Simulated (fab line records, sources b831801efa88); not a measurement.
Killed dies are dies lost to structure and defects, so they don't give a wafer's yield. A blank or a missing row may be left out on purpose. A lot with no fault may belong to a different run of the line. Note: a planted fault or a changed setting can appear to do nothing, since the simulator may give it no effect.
Matching of chambers | flow sky130 | 4 sister chambers for SKY_POLY_GATE_ETCH_17 on rieSi-02
The step etches poly-Si in HBr/Cl2, stops on SiO2, target depth 180 nm, time 70.5 s. 8 wafers are shown with their chamber, then 7 later ones without.

WAFERS, EACH WITH ITS CHAMBER
wafer  | chamber | drypumpMotorCurrentA (A) | oesProductAu (a.u.)
L157.2 | 0       | 6.07                     | 0.986
L158.3 | 2       | 5.93                     | 0.993
L158.4 | 1       | 5.94                     | 0.994
L159.2 | 0       | 6.05                     | 0.994
L159.3 | 2       | 5.93                     | 1.000
L159.5 | 3       | 6.01                     | 1.000
L169.3 | 1       | 5.98                     | 0.988
L169.5 | 3       | 5.98                     | 0.997

WAFERS MISSING THEIR CHAMBER
wafer  | drypumpMotorCurrentA (A) | oesProductAu (a.u.)
L169.6 | 5.90                     | 0.996
L176.1 | 5.93                     | 0.988
L176.5 | 6.06                     | 0.984
L176.6 | 5.94                     | 0.984
L178.1 | 5.96                     | 0.987
L178.3 | 6.03                     | 0.994
L178.6 | 5.92                     | 0.991

WHICH CHAMBER EACH WENT THROUGH
wafer  | from the rows above          | in truth
L169.6 | can't be placed: 2 or 1      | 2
L176.1 | can't be placed: 1 or 2      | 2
L176.5 | 0                            | 0
L176.6 | can't be placed: 1 or 2      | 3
L178.1 | can't be placed: 1 or 2      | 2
L178.3 | can't be placed: 0 or 3 or 1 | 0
L178.6 | can't be placed: 2 or 1      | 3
Correct placement for 1 of the 7. Not placeable from these rows: 6 (in 4, the candidates include the true chamber). Placed wrongly: 0.
How it was worked out, from the rows above alone: a wafer's distance from a chamber is the root of the sum, over the readings, of the square of ((its reading less the chamber's mean) divided by the reading's scatter). The wafer belongs to the nearest chamber; if the next one is less than 2 further off, it can't be placed. Each chamber's mean is taken over the wafers shown for it. The scatter: take each reading less its chamber's mean, square it, sum over the shown wafers, divide by the number of wafers less the number of chambers, and take the root.
